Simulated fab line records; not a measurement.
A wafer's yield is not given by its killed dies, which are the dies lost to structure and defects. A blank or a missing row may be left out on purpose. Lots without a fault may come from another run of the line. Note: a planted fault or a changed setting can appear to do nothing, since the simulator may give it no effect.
fab line records + flow sky130
[record]
- lots = 12
- wafers = 36
- last_day = 49
route steps=708 shown VIA4@650 METAL5@662 PASSIVATION@681 PAD_OPEN@708
lots with no fault: from the same line, run without faults
start_h: hours from the record's first day to the start of the lot's first wafer shown + wait_h: time in hours since the lot's previous step + " as in the row above + L1.1+2: a row that stands for several wafers + - value missing, or start not given + * or withheld: withheld + < > ~ a bound
route shown NAME@n: a module of which the file shows steps, and the number in the route of the first + usual: mean/standard deviation of fault-free wafers + same: alike in all rows + chamber/n: place in a boat + sites: each site's reading + _std_site: standard deviation across them + _edge_site: outer sites' mean less inner sites' + radius_mm: for every site, how far away it sits from the centre of the wafer + mask NAME#n: copy n + behind: tool/chamber where the wafer was last shaped + hold: what put the lot on hold/how long, in hours/how the hold closed + device: the transistor (n, p or np) that didn't switch + end of line: the same wafers' tests at the end of the route + step lacking rows: just its recipe + killed: not the wafer's yield, but the dies lost to structure and defects at the first sort + map: dies across one wafer; x = killed, . = not, _ = none there
set.NAME: the setting that was run; set.NAME@STEP: the one run at that earlier step + model.NAME: the simulator's own value behind a step, which no gauge read
one table for each step of the route and one row for each wafer, over a sample of lots
services: a tool's chamber out of use, with start hour (start_h, from the record's first day; less than 0 if before it), hours out, and reason
[[steps]]
[step SKY_VIA4_OVL_MEAS_11]
[usual]
- VIA4_OVL = 0.0/1.6
| lot.wafer | tool       | chamber | start_h | wait_h | VIA4_OVL[nm] |
|-----------|------------|---------|---------|--------|--------------|
| L228.1    | overlay-01 | -       | 1009.72 | 0.1    | 0.3          |
| L228.4    | "          | -       | "       | "      | -0.4         |
| L228.6    | "          | -       | "       | "      | 1.2          |
| L229.1    | overlay-02 | -       | 1018.47 | 0.1    | 0.5          |
| L229.3    | "          | -       | "       | "      | 0.4          |
| L229.5    | "          | -       | "       | "      | 3.0          |
| L230.3    | overlay-01 | -       | 1021.99 | 0.1    | 0.7          |
| L230.4    | "          | -       | "       | "      | 1.9          |
| L230.6    | "          | -       | "       | "      | 2.0          |
| L231.1    | overlay-01 | -       | 1024.02 | 0.1    | -2.6         |
| L231.5    | "          | -       | "       | "      | -2.1         |
| L231.6    | "          | -       | "       | "      | -1.1         |
| L232.2    | overlay-02 | -       | 1030.45 | 0.1    | 1.7          |
| L232.3    | "          | -       | "       | "      | -0.9         |
| L232.6    | "          | -       | "       | "      | 1.1          |
| L233.3    | overlay-01 | -       | 1038.44 | 0.1    | 0.1          |
| L233.4    | "          | -       | "       | "      | 1.6          |
| L233.5    | "          | -       | "       | "      | 0.9          |
| L236.2    | overlay-02 | -       | 1060.93 | 0.1    | 0.1          |
| L236.4    | "          | -       | "       | "      | -1.8         |
| L236.6    | "          | -       | "       | "      | -1.9         |
| L238.1    | overlay-01 | -       | 1070.89 | 0.1    | -0.6         |
| L238.2    | "          | -       | "       | "      | -1.7         |
| L238.3    | "          | -       | "       | "      | -0.3         |
| L242.1    | overlay-01 | -       | 1091.54 | 0.1    | 0.7          |
| L242.2    | "          | -       | "       | "      | 0.4          |
| L242.3    | "          | -       | "       | "      | 1.7          |
| L245.1    | overlay-01 | -       | 1111.02 | 0.1    | -1.2         |
| L245.2    | "          | -       | "       | "      | -1.3         |
| L245.3    | "          | -       | "       | "      | 1.1          |
| L247.1    | overlay-01 | -       | 1123.94 | 0.1    | 1.5          |
| L247.2    | "          | -       | "       | "      | 2.1          |
| L247.6    | "          | -       | "       | "      | 3.2          |
| L248.1    | overlay-02 | -       | 1129.97 | 0.1    | 3.5          |
| L248.2    | "          | -       | "       | "      | 2.4          |
| L248.5    | "          | -       | "       | "      | -0.8         |
[step SKY_METAL5_SPUTTER_01]
[recipe]
- material = TiN
- target_thk_nm = 20
- power_w = 6500
- time_s = 16.7
- chamber_pressure_pa = 0.4
[usual]
- throttle_valve_pct = 29.7/0.68
| lot.wafer | tool           | chamber | start_h | wait_h | throttle_valve_pct |
|-----------|----------------|---------|---------|--------|--------------------|
| L228.1    | pvd_sputter-03 | -       | 1011.14 | 0.0    | 28.6               |
| L228.4    | "              | -       | "       | "      | 28.9               |
| L228.6    | "              | -       | "       | "      | 28.6               |
| L229.1    | pvd_sputter-02 | -       | 1020.10 | 0.0    | 30.0               |
| L229.3    | "              | -       | "       | "      | 30.9               |
| L229.5    | "              | -       | "       | "      | 29.5               |
| L230.3    | pvd_sputter-01 | -       | 1023.41 | 0.0    | 30.1               |
| L230.4    | "              | -       | "       | "      | 29.6               |
| L230.6    | "              | -       | "       | "      | 28.8               |
| L231.1    | pvd_sputter-01 | -       | 1025.44 | 0.0    | 29.2               |
| L231.5    | "              | -       | "       | "      | 29.3               |
| L231.6    | "              | -       | "       | "      | 30.0               |
| L232.2    | pvd_sputter-02 | -       | 1031.86 | 0.0    | 30.8               |
| L232.3    | "              | -       | "       | "      | 29.5               |
| L232.6    | "              | -       | "       | "      | 30.7               |
| L233.3    | pvd_sputter-01 | -       | 1040.14 | 0.0    | 30.1               |
| L233.4    | "              | -       | "       | "      | 28.5               |
| L233.5    | "              | -       | "       | "      | 29.9               |
| L236.2    | pvd_sputter-01 | -       | 1062.35 | 0.0    | 29.9               |
| L236.4    | "              | -       | "       | "      | 29.1               |
| L236.6    | "              | -       | "       | "      | 30.3               |
| L238.1    | pvd_sputter-02 | -       | 1072.34 | 0.0    | 30.4               |
| L238.2    | "              | -       | "       | "      | 30.1               |
| L238.3    | "              | -       | "       | "      | 29.5               |
| L242.1    | pvd_sputter-01 | -       | 1092.99 | 0.0    | 29.3               |
| L242.2    | "              | -       | "       | "      | 29.2               |
| L242.3    | "              | -       | "       | "      | 29.8               |
| L245.1    | pvd_sputter-03 | -       | 1112.45 | 0.0    | 30.6               |
| L245.2    | "              | -       | "       | "      | 29.6               |
| L245.3    | "              | -       | "       | "      | 28.5               |
| L247.1    | pvd_sputter-01 | -       | 1125.40 | 0.0    | 29.0               |
| L247.2    | "              | -       | "       | "      | 30.0               |
| L247.6    | "              | -       | "       | "      | 29.9               |
| L248.1    | pvd_sputter-01 | -       | 1131.39 | 0.0    | 30.0               |
| L248.2    | "              | -       | "       | "      | 29.0               |
| L248.5    | "              | -       | "       | "      | 29.1               |
[step SKY_PASSIVATION_CVD_00]
[recipe]
- material = SiO2
- target_thk_nm = 90
- temp_c = 400
- time_s = withheld
- rf_w = 600
[usual]
- heater_power_outer_w = 391/64
- heater_power_w = 683/92
| lot.wafer | tool     | chamber | start_h | wait_h | heater_power_outer_w | heater_power_w |
|-----------|----------|---------|---------|--------|----------------------|----------------|
| L228.1    | pecvd-04 | 2       | 1034.66 | 0.0    | 375                  | 751            |
| L228.4    | "        | 0       | "       | "      | 409                  | 650            |
| L228.6    | "        | 0       | "       | "      | 415                  | 641            |
| L229.1    | pecvd-01 | 2       | 1043.82 | 0.0    | 248                  | 468            |
| L229.3    | "        | 0       | "       | "      | 371                  | 628            |
| L229.5    | "        | 2       | "       | "      | 256                  | 496            |
| L230.3    | pecvd-04 | 2       | 1046.82 | 0.0    | 438                  | 814            |
| L230.4    | "        | 0       | "       | "      | 420                  | 631            |
| L230.6    | "        | 0       | "       | "      | 410                  | 653            |
| L231.1    | pecvd-01 | 2       | 1048.74 | 0.0    | 273                  | 530            |
| L231.5    | "        | 2       | "       | "      | 277                  | 531            |
| L231.6    | "        | 0       | "       | "      | 400                  | 662            |
| L232.2    | pecvd-01 | 1       | 1055.26 | 0.0    | 409                  | 651            |
| L232.3    | "        | 0       | "       | "      | 448                  | 720            |
| L232.6    | "        | 0       | "       | "      | 455                  | 717            |
| L233.3    | pecvd-01 | 2       | 1062.09 | 0.0    | 317                  | 571            |
| L233.4    | "        | 1       | "       | "      | 471                  | 734            |
| L233.5    | "        | 2       | "       | "      | 323                  | 575            |
| L236.2    | pecvd-03 | 0       | 1084.78 | 0.0    | 408                  | 699            |
| L236.4    | "        | 1       | "       | "      | 394                  | 748            |
| L236.6    | "        | 2       | "       | "      | 274                  | 531            |
| L238.1    | pecvd-01 | 1       | 1094.19 | 0.0    | 506                  | 763            |
| L238.2    | "        | 2       | "       | "      | 273                  | 527            |
| L238.3    | "        | 0       | "       | "      | 466                  | 720            |
| L242.1    | pecvd-04 | 1       | 1113.70 | 0.0    | 372                  | 639            |
| L242.2    | "        | 0       | "       | "      | 465                  | 721            |
| L242.3    | "        | 2       | "       | "      | 398                  | 771            |
| L245.1    | pecvd-03 | 0       | 1132.64 | 0.0    | 403                  | 705            |
| L245.2    | "        | 2       | "       | "      | 309                  | 582            |
| L245.3    | "        | 1       | "       | "      | 439                  | 823            |
| L247.1    | pecvd-03 | 1       | 1145.76 | 0.0    | 443                  | 831            |
| L247.2    | "        | 2       | "       | "      | 297                  | 560            |
| L247.6    | "        | 2       | "       | "      | 298                  | 564            |
| L248.1    | pecvd-04 | 2       | 1150.69 | 0.0    | 406                  | 767            |
| L248.2    | "        | 1       | "       | "      | 329                  | 605            |
| L248.5    | "        | 2       | "       | "      | 393                  | 761            |
[step SKY_PASSIVATION_ETCH_11]
[recipe]
- chemistry = CF4/O2
- target_depth_nm = 725
- stop_on = AlCu
- source_w = 800
- bias_w = 150
- pressure_mtorr = 150
- cf4_flow_sccm = 80
- O2_flow_sccm = 10
- time_s = 161.1
[usual]
- chamber_pressure_mTorr = 149.98/0.16
- drypump_motor_current_A = 5.6/0.45
- oes_product_au = 0.976/0.0066
- throttle_valve_pct = 5.963/0.0097
| lot.wafer | tool        | chamber | start_h | wait_h | chamber_pressure_mTorr | drypump_motor_current_A | oes_product_au | rf_hours_counter_h | throttle_valve_pct |
|-----------|-------------|---------|---------|--------|------------------------|-------------------------|----------------|--------------------|--------------------|
| L228.1    | rie_diel-01 | 3       | 1056.92 | -      | 149.80                 | 5.0                     | 0.974          | 13                 | 5.961              |
| L228.4    | "           | 0       | "       | "      | 149.95                 | 4.9                     | 0.977          | 22                 | 5.971              |
| L228.6    | "           | 1       | "       | "      | 150.11                 | 5.2                     | 0.982          | -                  | 5.953              |
| L229.1    | rie_diel-01 | 2       | 1066.09 | -      | 149.23                 | 5.8                     | 0.964          | 11                 | 5.977              |
| L229.3    | "           | 1       | "       | "      | 150.08                 | 5.2                     | 0.971          | 3                  | 5.956              |
| L229.5    | "           | 2       | "       | "      | 149.89                 | 5.8                     | 0.966          | -                  | 5.958              |
| L230.3    | rie_diel-04 | 3       | 1068.67 | -      | 150.09                 | 5.1                     | 0.979          | 9                  | 5.948              |
| L230.4    | "           | 0       | "       | "      | 150.03                 | 5.9                     | 0.983          | 22                 | 5.985              |
| L230.6    | "           | 2       | "       | "      | 149.99                 | 5.6                     | 0.976          | -                  | 5.970              |
| L231.1    | rie_diel-01 | 3       | 1070.24 | -      | 150.16                 | 5.1                     | 0.963          | 13                 | 5.957              |
| L231.5    | "           | 3       | "       | "      | 150.01                 | 5.1                     | 0.967          | -                  | 5.954              |
| L231.6    | "           | 0       | "       | "      | 150.06                 | 4.9                     | 0.972          | -                  | 5.971              |
| L232.2    | rie_diel-01 | 2       | 1076.79 | -      | 150.17                 | 5.8                     | 0.970          | 12                 | 5.979              |
| L232.3    | "           | 1       | "       | "      | 149.88                 | 5.2                     | 0.981          | 4                  | 5.963              |
| L232.6    | "           | 1       | "       | "      | 149.94                 | 5.2                     | 0.982          | -                  | 5.951              |
| L233.3    | rie_diel-03 | 0       | 1083.54 | -      | 149.97                 | 6.2                     | 0.979          | 11                 | 5.964              |
| L233.4    | "           | 1       | "       | "      | 149.69                 | 6.0                     | 0.981          | 19                 | 5.986              |
| L233.5    | "           | 3       | "       | "      | 150.05                 | 6.1                     | 0.987          | -                  | 5.977              |
| L236.2    | rie_diel-03 | 1       | 1105.74 | -      | 149.91                 | 6.0                     | 0.978          | 20                 | 5.977              |
| L236.4    | "           | 3       | "       | "      | 150.11                 | 6.1                     | 0.973          | 22                 | 5.970              |
| L236.6    | "           | 1       | "       | "      | 149.78                 | 6.0                     | 0.973          | -                  | 5.957              |
| L238.1    | rie_diel-04 | 1       | 1114.07 | -      | 150.16                 | 5.9                     | 0.972          | 2                  | 5.963              |
| L238.2    | "           | 0       | "       | "      | 150.02                 | 5.9                     | 0.974          | 24                 | 5.968              |
| L238.3    | "           | 2       | "       | "      | 150.14                 | 5.6                     | 0.973          | 19                 | 5.948              |
| L242.1    | rie_diel-04 | 3       | 1133.64 | -      | 149.90                 | 5.0                     | 0.974          | 12                 | 5.972              |
| L242.2    | "           | 1       | "       | "      | 149.85                 | 5.9                     | 0.981          | 3                  | 5.968              |
| L242.3    | "           | 2       | "       | "      | 149.79                 | 5.6                     | 0.967          | 20                 | 5.973              |
| L245.1    | rie_diel-04 | 0       | 1151.19 | -      | 150.13                 | 5.9                     | 0.975          | 26                 | 5.953              |
| L245.2    | "           | 3       | "       | "      | 149.95                 | 5.1                     | 0.979          | 13                 | 5.968              |
| L245.3    | "           | 2       | "       | "      | 150.02                 | 5.6                     | 0.974          | 20                 | 5.966              |
| L247.1    | rie_diel-04 | 3       | 1163.54 | -      | 150.12                 | 5.0                     | 0.980          | 13                 | 5.977              |
| L247.2    | "           | 2       | "       | "      | 150.06                 | 5.6                     | 0.967          | 21                 | 5.958              |
| L247.6    | "           | 0       | "       | "      | 149.96                 | 5.9                     | 0.977          | -                  | 5.952              |
| L248.1    | rie_diel-03 | 2       | 1168.04 | -      | 150.07                 | 6.0                     | 0.960          | 11                 | 5.970              |
| L248.2    | "           | 0       | "       | "      | 149.94                 | 6.2                     | 0.973          | 14                 | 5.959              |
| L248.5    | "           | 0       | "       | "      | 150.01                 | 6.2                     | 0.982          | -                  | 5.964              |
[step SKY_PAD_OPEN_PROBE_99]
[usual]
- defect_limited_yield = 82.3/2
- killed_at_M0_to_M3 = 44/7
- killed_at_M4_up = 3.1/1.8
- killed_at_contacts = 25/5.1
- killed_at_front_end = 15/4.3
- killed_at_other = 0.3/0.61
- killed_dies = 87/9.8
- killed_open = 48/7
- killed_short = 38/6.3
- sort_bin_3_pad_short = 0.9/0.39
- sort_bin_5_function = 10.3/1.5
- sort_bin_6_memory = 6.5/1.2
- sort_n_pass = 405/9.8
- sort_yield_pct = 82.3/2
[same]
- gross_dies = 492
- killed_at_back_side = 0
- sort_bin_4_leakage[%] = 0
- sort_bin_8_speed[%] = 0
| lot.wafer | tool      | chamber | start_h | wait_h | defect_limited_yield[%] | killed_at_M0_to_M3 | killed_at_M4_up | killed_at_contacts | killed_at_front_end | killed_at_other | killed_dies | killed_open | killed_short | sort_bin_3_pad_short[%] | sort_bin_5_function[%] | sort_bin_6_memory[%] | sort_n_pass | sort_yield_pct[%] |
|-----------|-----------|---------|---------|--------|-------------------------|--------------------|-----------------|--------------------|---------------------|-----------------|-------------|-------------|--------------|-------------------------|------------------------|----------------------|-------------|-------------------|
| L228.1    | prober-02 | -       | 1080.50 | 0.1    | 82.9                    | 45                 | 1               | 23                 | 12                  | 3               | 84          | 39          | 42           | 1.6                     | 11.6                   | 3.9                  | 408         | 82.9              |
| L228.4    | prober-02 | -       | 1080.65 | 0.2    | 80.9                    | 50                 | 3               | 18                 | 23                  | 0               | 94          | 51          | 43           | 1.0                     | 10.4                   | 7.7                  | 398         | 80.9              |
| L228.6    | prober-02 | -       | 1080.75 | 0.2    | 80.7                    | 43                 | 6               | 24                 | 21                  | 1               | 95          | 49          | 46           | 0.4                     | 13.0                   | 5.9                  | 397         | 80.7              |
| L233.3    | prober-01 | -       | 1105.71 | 0.2    | 81.7                    | 45                 | 2               | 30                 | 13                  | 0               | 90          | 45          | 45           | 0.6                     | 9.8                    | 7.9                  | 402         | 81.7              |
| L233.4    | prober-01 | -       | 1105.76 | 0.2    | 76.6                    | 31                 | 3               | 16                 | 14                  | 51              | 115         | 37          | 27           | 3.0                     | 13.8                   | 6.5                  | 377         | 76.6              |
| L233.5    | prober-01 | -       | 1105.81 | 0.2    | 82.3                    | 41                 | 3               | 29                 | 14                  | 0               | 87          | 49          | 37           | 1.0                     | 11.8                   | 4.9                  | 405         | 82.3              |
| L236.2    | prober-02 | -       | 1127.79 | 0.1    | 82.5                    | 36                 | 4               | 23                 | 23                  | 0               | 86          | 46          | 40           | 0.2                     | 11.0                   | 6.3                  | 406         | 82.5              |
| L236.4    | prober-02 | -       | 1127.89 | 0.2    | 80.1                    | 51                 | 5               | 23                 | 18                  | 1               | 98          | 61          | 37           | 1.0                     | 12.8                   | 6.1                  | 394         | 80.1              |
| L236.6    | prober-02 | -       | 1127.99 | 0.2    | 82.1                    | 34                 | 4               | 28                 | 22                  | 0               | 88          | 45          | 43           | 0.8                     | 9.8                    | 7.3                  | 404         | 82.1              |
| L238.1    | prober-02 | -       | 1136.29 | 0.1    | 76.0                    | 40                 | 6               | 17                 | 8                   | 47              | 118         | 34          | 36           | 2.2                     | 16.3                   | 5.5                  | 374         | 76.0              |
| L238.2    | prober-02 | -       | 1136.34 | 0.1    | 80.1                    | 47                 | 5               | 32                 | 14                  | 0               | 98          | 58          | 39           | 0.8                     | 12.0                   | 7.1                  | 394         | 80.1              |
| L238.3    | prober-02 | -       | 1136.39 | 0.2    | 76.6                    | 53                 | 3               | 40                 | 18                  | 1               | 115         | 64          | 50           | 1.4                     | 12.8                   | 9.1                  | 377         | 76.6              |
// killed by level:class
L228.1 CONTACT:geometric_particle:open=12 VIA3:geometric_particle:short=9 METAL2:geometric_particle:short=7 VIA2:geometric_particle:open=7 VIA1:geometric_particle:open=6 FIELD_ISO:geometric_particle:short=5 LOCAL_INTERCONNECT:geometric_particle:short=5 VIA3:geometric_particle:open=5
L228.4 VIA2:geometric_particle:open=11 CONTACT:geometric_particle:open=10 VIA1:geometric_particle:short=7 METAL2:geometric_particle:short=7 POLY_GATE:geometric_particle:short=6 POLY_GATE:geometric_particle:open=5 LI_CONTACT:geometric_particle:open=5 VIA1:geometric_particle:open=5
L228.6 LI_CONTACT:geometric_particle:open=9 CONTACT:geometric_particle:open=9 VIA2:geometric_particle:open=6 VIA2:geometric_particle:short=6 VIA3:geometric_particle:open=6 FIELD_ISO:geometric_particle:short=5 FIELD_ISO:geometric_particle:open=5 VIA1:geometric_particle:open=5
L233.3 CONTACT:geometric_particle:open=13 METAL2:geometric_particle:short=9 VIA2:geometric_particle:open=7 FIELD_ISO:geometric_particle:short=6 VIA3:geometric_particle:open=6 CONTACT:geometric_particle:short=6 VIA1:geometric_particle:short=6 VIA1:geometric_particle:open=6
L233.4 PASSIVATION:unspecified=51 VIA1:geometric_particle:open=7 CONTACT:geometric_particle:open=6 VIA3:geometric_particle:open=5 VIA3:geometric_particle:short=5 FIELD_ISO:geometric_particle:open=4 LI_CONTACT:geometric_particle:open=4 SPACER:geometric_particle:open=3
L233.5 CONTACT:geometric_particle:open=10 VIA1:geometric_particle:open=10 LOCAL_INTERCONNECT:geometric_particle:short=9 VIA3:geometric_particle:open=8 METAL2:geometric_particle:short=7 FIELD_ISO:geometric_particle:open=5 LI_CONTACT:geometric_particle:open=5 VIA1:geometric_particle:short=4
L236.2 VIA1:geometric_particle:open=11 CONTACT:geometric_particle:open=9 FIELD_ISO:geometric_particle:short=6 FIELD_ISO:geometric_particle:open=5 LI_CONTACT:geometric_particle:open=5 METAL1:geometric_particle:short=5 METAL2:geometric_particle:short=5 CONTACT:geometric_particle:short=4
L236.4 VIA1:geometric_particle:open=16 CONTACT:geometric_particle:open=12 VIA2:geometric_particle:open=7 VIA3:geometric_particle:open=6 FIELD_ISO:geometric_particle:open=5 LI_CONTACT:geometric_particle:open=5 METAL1:geometric_particle:short=5 VIA1:geometric_particle:short=4
L236.6 CONTACT:geometric_particle:open=9 VIA1:geometric_particle:open=9 LOCAL_INTERCONNECT:geometric_particle:short=6 FIELD_ISO:geometric_particle:short=5 POLY_GATE:geometric_particle:short=5 VIA2:geometric_particle:open=5 FIELD_ISO:geometric_particle:open=4 LI_CONTACT:geometric_particle:short=4
L238.1 PASSIVATION:unspecified=47 VIA2:geometric_particle:open=8 VIA1:geometric_particle:short=7 CONTACT:geometric_particle:short=6 VIA1:geometric_particle:open=6 METAL2:geometric_particle:short=5 VIA3:geometric_particle:open=5 METAL4:geometric_particle:short=5
L238.2 CONTACT:geometric_particle:open=12 VIA3:geometric_particle:open=10 VIA1:geometric_particle:open=9 CONTACT:geometric_particle:short=7 LI_CONTACT:geometric_particle:open=6 LOCAL_INTERCONNECT:geometric_particle:short=6 VIA2:geometric_particle:open=6 METAL1:geometric_particle:short=5
L238.3 VIA3:geometric_particle:open=12 LI_CONTACT:geometric_particle:open=10 CONTACT:geometric_particle:open=9 VIA2:geometric_particle:open=9 CONTACT:geometric_particle:short=8 VIA1:geometric_particle:open=7 LOCAL_INTERCONNECT:geometric_particle:short=6 METAL1:geometric_particle:short=6
[[services]]
| tool           | chamber | start_h | hours | kind                          |
|----------------|---------|---------|-------|-------------------------------|
| pecvd-01       | 1       | 999.38  | -     | clean                         |
| pecvd-01       | 1       | 999.38  | -     | consumable_replace:showerhead |
| pecvd-01       | 1       | 999.38  | 29.0  | scheduled_down                |
| pecvd-01       | 1       | 999.38  | 29.0  | vent_cycle                    |
| rie_diel-01    | 0       | 999.77  | 8.9   | repair                        |
| pecvd-03       | -       | 1018.66 | 2.8   | pm                            |
| pvd_sputter-03 | -       | 1023.47 | 59.0  | repair                        |
| rie_diel-03    | -       | 1031.98 | 0.4   | repair                        |
| rie_diel-04    | 1       | 1046.99 | -     | clean                         |
| rie_diel-04    | 1       | 1046.99 | 20.1  | scheduled_down                |
| rie_diel-04    | 2       | 1052.98 | 7.2   | repair                        |
| pvd_sputter-01 | 2       | 1071.74 | -     | consumable_replace:kit        |
| pvd_sputter-01 | 2       | 1071.74 | 18.0  | scheduled_down                |
| pvd_sputter-01 | 2       | 1071.74 | 18.0  | vent_cycle                    |
| pecvd-04       | -       | 1089.42 | 2.8   | pm                            |
| rie_diel-03    | 3       | 1130.58 | 4.2   | repair                        |
| pecvd-04       | -       | 1143.83 | 0.5   | repair                        |
| pecvd-01       | 1       | 1145.43 | 36.4  | repair                        |
| pvd_sputter-01 | 1       | 1147.57 | -     | consumable_replace:kit        |
| pvd_sputter-01 | 1       | 1147.57 | 18.0  | scheduled_down                |
| pvd_sputter-01 | 1       | 1147.57 | 18.0  | vent_cycle                    |
| rie_diel-03    | 0       | 1156.05 | 1.5   | repair                        |
| pecvd-04       | 0       | 1161.88 | 7.9   | repair                        |
| pecvd-03       | -       | 1163.04 | 0.5   | repair                        |
[[key]]
[first_sign]
- step = SKY_PAD_OPEN_PROBE_99
- reading = killed_at_other
- direction = up
- sigmas = 49
- usual = 0.3
- struck = 49
[effect]
- step = SKY_PAD_OPEN_PROBE_99
- reading = sort_bin_3_pad_short
- direction = up
- sigmas = 4.5
- usual = 0.9
- struck = 2.6
met_at SKY_PASSIVATION_CVD_00
struck_lots L233,L238
struck_wafers L233.4,L238.1
not_acting_at SKY_VIA4_OVL_MEAS_11,SKY_METAL5_SPUTTER_01,SKY_PASSIVATION_ETCH_11
onset_between 1055.26 1062.09
[fault]
- kind = chamber_particle_source
- tool = pecvd-01
- chamber = 1
- onset_h = 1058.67
- steps = SKY_PASSIVATION_CVD_00
- rate_per_visit_cm2 = 0.7921
- end_h = 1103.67
